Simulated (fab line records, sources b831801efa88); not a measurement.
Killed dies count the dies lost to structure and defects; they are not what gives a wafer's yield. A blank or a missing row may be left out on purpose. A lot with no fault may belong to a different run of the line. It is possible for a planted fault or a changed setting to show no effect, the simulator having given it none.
Comparing a struck lot with a sound one    flow gf180mcu    15 out of 602 route steps
Sound: the wafers L713.2, L713.3, L713.6. Struck: wafer L717.6. (L717.2, L717.4 of the same lot were not struck and are left out.) The cause comes at the end.
For every step that has rows: the tool of each side, followed by ch and its chambers, followed by its first start. Under that, the readings that differ: sound wafers    struck wafers    difference of the means    sigmas: that difference in standard deviations of wafers without a fault.
alike: same words and numbers on both sides, and readings whose means sit less than 2 such deviations apart. not compared: any withheld reading, any reading some wafer has no value for, any bound like >300 that may hide the same value, and any number with overlapping values for which the record gives no deviation.
The two part at a step that has a row with sigmas, a row that says differs or no value, or rows on one side only. Non-overlapping numbers with no deviation appear without sigmas and do not part them. A reading that every wafer of one side lacks parts them only if that side has two wafers or more.

GF_MIM_STRIP_20: strips in O2/N2.
  sound on plasma_asher-03 ch 0, day 28 11:20; struck on plasma_asher-03 ch 0, day 29 11:05
  alike: drypump_motor_current_A, heater_power_w, o2_flow_sccm, oes_product_au, strip_time_to_endpoint_s
  not compared: rf_hours_counter_h
then, 9 steps without rows for these wafers: GF_MIM_STRIP_21 (strips in post etch residue remover, time 1200 s); GF_MIM_CLEAN_22 (cleans in DIW); GF_M5_DEHYDRATE_00 (time 60 s); GF_M5_HMDS_01 (prime time 60 s); GF_M5_COAT_02 (resist thk 1000 nm); GF_M5_SOFTBAKE_03 (time 60 s); GF_M5_EXPOSE_04 (exposes mask Metal5, target cd 280 nm); GF_M5_PEB_05 (peb time 90 s); GF_M5_DEVELOP_06 (develop time 60 s).
GF_M5_CD_MEAS_07 targets a cd of 280 nm.
  struck on cd_sem-01, day 30 06:26; sound on cd_sem-01, day 29 07:08
  alike: cd_nm
GF_M5_OVL_MEAS_08:
  struck on overlay-01, day 30 06:32; sound on overlay-02, day 29 07:14
  alike: M5_OVL
GF_M5_ETCH_09: etches Si3N4 in CF4/O2, target depth 52 nm, time 11.6 s.
  sound on rie_diel-01 ch 0,1,3, day 29 07:16; struck on rie_diel-03 ch 1, day 30 06:34
reading                              sound              struck  difference  sigmas
oes_product_au (a.u.)                1.000 0.990 1.006  1.066   +0.067      +7
rf_fwd_power_W (W)                   789 792 781        913     +126        +28
model.etch.depth_nm (nm)             51.77 51.84 52.7   57.43   +5.33       
model.KrF_of_M5_COAT_02.thk_nm (nm)  952.4 949.2 951.9  949     -2          
  alike: drypump_motor_current_A, throttle_valve_pct
  not compared: rf_hours_counter_h
GF_M5_METAL_ETCH_10: etches the open film in Cl2/BCl3, stops on SiO2, target depth 750.8 nm, time 125.1 s.
  sound on rie_metal-04 ch 1, day 29 07:17; struck on rie_metal-01 ch 0, day 30 06:35
  alike: drypump_motor_current_A, mfc_cl2_sccm, oes_product_au, rf_fwd_power_W, throttle_valve_pct
  not compared: rf_hours_counter_h
-- the record jumps here: 2 days lie between the struck wafers' starts before and after (it left off in module M5 and takes up again in module PASSIVATION, whose first step shown is number 602 of the route) --
GF_PASSIVATION_PROBE_99:
  the record has rows for the struck wafers here (prober-01, day 32 16:04) and none for the sound ones

== WHERE THEY PART ==
At GF_M5_ETCH_09 first; at GF_PASSIVATION_PROBE_99 last (within this record only).

WHY: what had been put in by the simulator
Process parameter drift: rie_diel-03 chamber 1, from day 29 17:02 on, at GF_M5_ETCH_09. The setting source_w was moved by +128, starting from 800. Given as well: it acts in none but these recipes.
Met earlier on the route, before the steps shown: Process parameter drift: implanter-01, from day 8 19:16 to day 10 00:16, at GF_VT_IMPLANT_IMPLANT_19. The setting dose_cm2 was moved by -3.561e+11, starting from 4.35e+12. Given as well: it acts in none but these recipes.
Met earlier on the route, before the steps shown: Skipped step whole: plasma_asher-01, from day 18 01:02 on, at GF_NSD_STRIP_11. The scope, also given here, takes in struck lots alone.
